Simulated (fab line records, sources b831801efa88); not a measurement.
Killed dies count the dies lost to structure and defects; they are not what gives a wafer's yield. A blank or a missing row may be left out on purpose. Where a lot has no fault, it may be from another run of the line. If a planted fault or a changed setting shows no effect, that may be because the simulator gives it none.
Chamber matching ; flow gf180mcu ; cmp-01 running GF_V2_CMP_26: 4 sister chambers
The step polishes, stops on SiO2, t overpolish 15 s, target thk 0 nm. 20 wafers are shown with their chamber, then 10 later ones without.

== EACH WAFER AND ITS CHAMBER ==
wafer;chamber;motor-current-A (A);time-to-endpoint-s (s);overpolish-run-s (s)
L074.2;1;11.1;87;14.995
L074.3;3;11.9;90;15.008
L074.5;2;9.8;80;15.025
L076.1;0;11.1;89;14.988
L076.2;3;12.1;89;14.984
L076.4;2;9.8;82;14.997
L081.2;2;9.1;83;15.008
L081.5;3;12.9;89;15.004
L081.6;2;9.9;82;14.989
L080.1;0;11.0;91;14.997
L080.3;3;12.0;94;14.997
L080.4;1;11.3;86;15.007
L085.3;1;11.3;87;15.001
L085.4;3;12.3;90;14.998
L085.6;1;10.9;85;15.018
L086.2;0;11.2;93;15.010
L086.4;1;10.6;85;15.018
L086.6;2;9.7;84;15.015
L087.1;3;12.6;83;14.997
L087.4;2;9.6;77;15.003

SIGNATURES, as means of the wafers listed above
reading;chamber 0;chamber 1;chamber 2;chamber 3;scatter within a chamber
motor-current-A;11.100;11.040;9.650;12.300;0.309
time-to-endpoint-s;91.00;86.00;81.33;89.17;2.58
overpolish-run-s;14.99833;15.00780;15.00617;14.99800;0.0107
Rule: distance of a wafer from a chamber = root of the sum over the readings of ((wafer's reading minus chamber's mean) / reading's scatter) squared. The wafer belongs to the nearest chamber; if the next one is less than 2 further off, it can't be placed. The scatter is the square root of a quotient: the sum, over the shown wafers, of each reading's squared deviation from its chamber's mean, divided by wafers minus chambers.

== WAFERS MISSING THEIR CHAMBER ==
wafer;motor-current-A (A);time-to-endpoint-s (s);overpolish-run-s (s)
L087.6;9.6;76;15.018
L089.1;10.9;87;15.004
L089.4;11.1;87;14.993
L089.6;11.7;82;15.004
L092.1;10.4;85;14.992
L092.2;11.9;91;15.003
L092.6;11.4;85;15.007
L094.1;12.1;83;15.011
L094.3;9.4;78;14.999
L094.6;10.7;88;14.995

== WHICH CHAMBER EACH ONE RAN IN ==
wafer;from the rows above;in truth
L087.6;2;2
L089.1;can't be placed: 1 or 0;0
L089.4;can't be placed: 1 or 0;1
L089.6;can't be placed: 1 or 3 or 0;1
L092.1;can't be placed: 1 or 2 or 0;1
L092.2;can't be placed: 3 or 0 or 1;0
L092.6;can't be placed: 1 or 0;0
L094.1;can't be placed: 3 or 1 or 0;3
L094.3;2;2
L094.6;can't be placed: 0 or 1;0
Correctly placed: 2 of 10. These rows do not allow placing 8 (true chamber among the candidates in 8). Number placed wrongly: 0.
